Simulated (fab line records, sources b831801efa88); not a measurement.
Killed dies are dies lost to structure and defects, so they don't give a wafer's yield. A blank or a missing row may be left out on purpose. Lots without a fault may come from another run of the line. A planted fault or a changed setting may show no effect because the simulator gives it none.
One fault seen from 2 desks | flow sky130 | each desk has only its own numbers; what lay behind them comes last

THE METROLOGY DESK
What the gauges read, lot by lot, whatever tool the lot ran on: means of the sampled wafers that have a number. A lot is out of limits, marked OUT, if its mean lies more than 4 standard deviations from the usual mean; the brackets give that distance.
Columns: A = VIA2_BOW at SKY_VIA2_BOW_MEAS_03, usual 87 um; B = CAPM_CVD_00_THK at SKY_CAPM_THK_MEAS_01, usual 15.4 nm; C = CAPM_TIN_RS at SKY_CAPM_RS_MEAS_03, usual 6.92 ohm/sq
lot  | first seen here | A  | B              | C
L513 | day 35 11:48    | 89 | 15.1           | 6.99
L514 | day 36 01:23    | 89 | 15.5           | 6.98
L515 | day 36 03:44    | 90 | 15.1           | 6.92
L518 | day 37 02:30    | 88 | 14.9           | 6.90
L519 | day 37 12:27    | 87 | 15.2           | 6.93
L520 | day 38 00:43    | 99 | 15.5           | 6.88
L521 | day 38 03:46    | 76 | 15.3           | 6.91
L524 | day 38 19:30    | 91 | 15.7           | 6.96
L532 | day 41 00:48    | 84 | 19.2 (+11) OUT | 6.91
L533 | day 41 09:28    | 91 | 19.5 (+11) OUT | 6.92
L535 | day 42 05:17    | 83 | 15.4           | 6.84
This desk's finding: out of limits on L532, L533; first on L532, day 42 01:17 (CAPM_CVD_00_THK at SKY_CAPM_THK_MEAS_01). In limits: L513, L514, L515, L518, L519, L520, L521, L524, L535.

THE TOOL OWNER'S DESK: pecvd-03
The tool's own readings at SKY_CAPM_CVD_00 (deposits SiO2, target thk 15.5 nm): means of the sampled wafers that have a number, for each lot that ran on this tool. A lot is out of limits, marked OUT, if its mean lies more than 4 standard deviations from the usual mean; the brackets give that distance.
Columns: A = heater_power_w at SKY_CAPM_CVD_00, usual 732 W
lot  | first seen here | A
L514 | day 37 05:31    | 761
L515 | day 37 07:45    | 798
L520 | day 39 04:13    | 775
L521 | day 39 06:55    | 808
L532 | day 42 01:16    | 819
L533 | day 42 10:21    | 791
This desk's finding: nothing out of limits on any of the 6 lots.

PUT TOGETHER
The metrology desk could have raised an alarm at day 42 01:17, on L532, L533.
The tool owner's desk saw nothing out of limits.
The tool owner's desk has L532, L533 on record, within its limits.
Of the lots named, all ran SKY_CAPM_CVD_00 on pecvd-03.

WHAT THE SIMULATOR HAD PUT IN
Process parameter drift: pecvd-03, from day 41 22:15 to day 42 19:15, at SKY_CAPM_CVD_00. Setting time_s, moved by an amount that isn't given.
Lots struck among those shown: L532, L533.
Hours from the fault's start to each desk's first reading out of limits: the metrology desk, 3.
